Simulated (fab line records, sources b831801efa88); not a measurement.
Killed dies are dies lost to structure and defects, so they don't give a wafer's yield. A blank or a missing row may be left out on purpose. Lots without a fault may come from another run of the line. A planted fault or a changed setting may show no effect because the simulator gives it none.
One fault seen from 2 desks | flow sky130 | each desk has only its own numbers; what lay behind them comes last

THE TOOL OWNER'S DESK: litho_track-04
The tool's own readings at SKY_METAL2_COAT_09 (resist thk 60 nm): means of the sampled wafers that have a number, for each lot that ran on this tool. A lot is out of limits, marked OUT, if its mean lies more than 4 standard deviations from the usual mean; the brackets give that distance.
Columns: A = spin_speed_rpm at SKY_METAL2_COAT_09, usual 3000.0 rpm
lot  | first seen here | A
L239 | day 36 20:50    | 2896.6 (-47) OUT
L240 | day 37 02:17    | 2898.6 (-46) OUT
L255 | day 41 12:31    | 2996.8
This desk's finding: out of limits on L239, L240; first on L239, day 36 20:50 (spin_speed_rpm at SKY_METAL2_COAT_09). In limits: L255.

THE METROLOGY DESK
What the gauges read, lot by lot, whatever tool the lot ran on: means of the sampled wafers that have a number. A lot is out of limits, marked OUT, if its mean lies more than 4 standard deviations from the usual mean; the brackets give that distance.
Columns: A = VIA1_W_RS at SKY_VIA1_RS_MEAS_22, usual 0.426 ohm/sq; B = VIA1_W_THK at SKY_VIA1_THK_MEAS_23, usual 273 nm; C = METAL2_ALCU_RS at SKY_METAL2_RS_MEAS_05, usual 0.1253 ohm/sq; D = METAL2_ALCU_THK at SKY_METAL2_THK_MEAS_06, usual 253 nm; E = cd_nm at SKY_METAL2_CD_MEAS_15, usual 139.7 nm; F = METAL2_OVL at SKY_METAL2_OVL_MEAS_16, usual 2 nm
lot  | first seen here | A     | B   | C      | D   | E     | F
L239 | day 36 08:11    | 0.423 | 273 | 0.1263 | 252 | 139.1 | 9
L240 | day 36 12:34    | 0.429 | 270 | 0.1249 | 257 | 139.6 | 4
L247 | day 38 22:49    | 0.419 | 278 | 0.1239 | 257 | 137.7 | -2
L249 | day 39 12:44    | 0.420 | 275 | 0.1242 | 255 | 139.8 | 4
L251 | day 39 21:14    | 0.423 | 273 | 0.1261 | 252 | 139.8 | -3
L255 | day 41 00:39    | 0.427 | 273 | 0.1230 | 260 | 141.1 | 7
This desk's finding: nothing out of limits on any of the 6 lots.

PUT TOGETHER
The tool owner's desk could have raised an alarm at day 36 20:50, on L239, L240.
The metrology desk saw nothing out of limits.
The metrology desk has L239, L240 on record, within its limits.
Of the lots named, all ran SKY_METAL2_COAT_09 on litho_track-04.

WHAT THE SIMULATOR HAD PUT IN
Process parameter drift: litho_track-04, from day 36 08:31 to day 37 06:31, at SKY_METAL2_COAT_09. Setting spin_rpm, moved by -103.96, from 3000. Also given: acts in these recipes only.
Lots struck among those shown: L239, L240.
Hours from the fault's start to each desk's first reading out of limits: the tool owner's desk, 12.
